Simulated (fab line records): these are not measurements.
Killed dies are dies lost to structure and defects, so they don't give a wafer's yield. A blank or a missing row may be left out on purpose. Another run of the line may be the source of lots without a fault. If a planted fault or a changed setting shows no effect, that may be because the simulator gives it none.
Matching of chambers | flow gf180mcu | GF_V4_CVD_02 on pecvd-04: 3 sister chambers
The step deposits SiO2 from TEOS, target thk 850 nm, time 94.851 s. 22 wafers are shown with their chamber, then 11 later ones without.

## WAFERS WITH THEIR CHAMBER
wafer  | chamber | heaterPowerW (W)
L074.1 | 2       | 774
L074.3 | 1       | 759
L074.5 | 1       | 785
L075.2 | 1       | 690
L075.3 | 0       | 808
L075.5 | 2       | 828
L077.3 | 0       | 797
L077.4 | 0       | 829
L077.6 | 2       | 766
L080.3 | 1       | 620
L080.4 | 0       | 792
L080.5 | 1       | 706
L082.3 | 0       | 747
L082.5 | 2       | 778
L082.6 | 0       | 808
L084.4 | 2       | 779
L084.5 | 0       | 763
L084.6 | 1       | 699
L087.3 | 1       | 751
L087.4 | 2       | 810
L087.6 | 1       | 795
L088.3 | 1       | 755

SIGNATURES (averages over the wafers above)
reading      | chamber 0 | chamber 1 | chamber 2 | scatter within a chamber
heaterPowerW | 792.00    | 728.89    | 789.17    | 41.1
Rule: distance of a wafer from a chamber = root of the sum over the readings of ((wafer's reading minus chamber's mean) / reading's scatter) squared. If the next closest chamber is less than 2 further off than the closest, the wafer can't be placed; otherwise it belongs to the closest. The scatter: the root of (the sum of the squares of (reading less its chamber's mean) over the shown wafers, divided by (wafers less chambers)).

## WAFERS WITHOUT THEIR CHAMBER
wafer  | heaterPowerW (W)
L088.4 | 788
L088.5 | 660
L093.1 | 822
L093.2 | 694
L093.3 | 719
L093.4 | 727
L093.5 | 775
L093.6 | 647
L096.4 | 820
L096.5 | 790
L096.6 | 687

## WHICH CHAMBER EACH WENT THROUGH
wafer  | from the rows above          | in truth
L088.4 | can't be placed: 2 or 0 or 1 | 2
L088.5 | can't be placed: 1 or 2 or 0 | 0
L093.1 | can't be placed: 0 or 2 or 1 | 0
L093.2 | can't be placed: 1 or 2 or 0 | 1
L093.3 | can't be placed: 1 or 2 or 0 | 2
L093.4 | can't be placed: 1 or 2 or 0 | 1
L093.5 | can't be placed: 2 or 0 or 1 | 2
L093.6 | can't be placed: 1 or 2 or 0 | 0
L096.4 | can't be placed: 0 or 2 or 1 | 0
L096.5 | can't be placed: 2 or 0 or 1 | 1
L096.6 | can't be placed: 1 or 2 or 0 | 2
Correct placement for 0 of the 11. Unplaceable from these rows: 11, with the true chamber sitting among the candidates in 11. Number placed wrongly: 0.
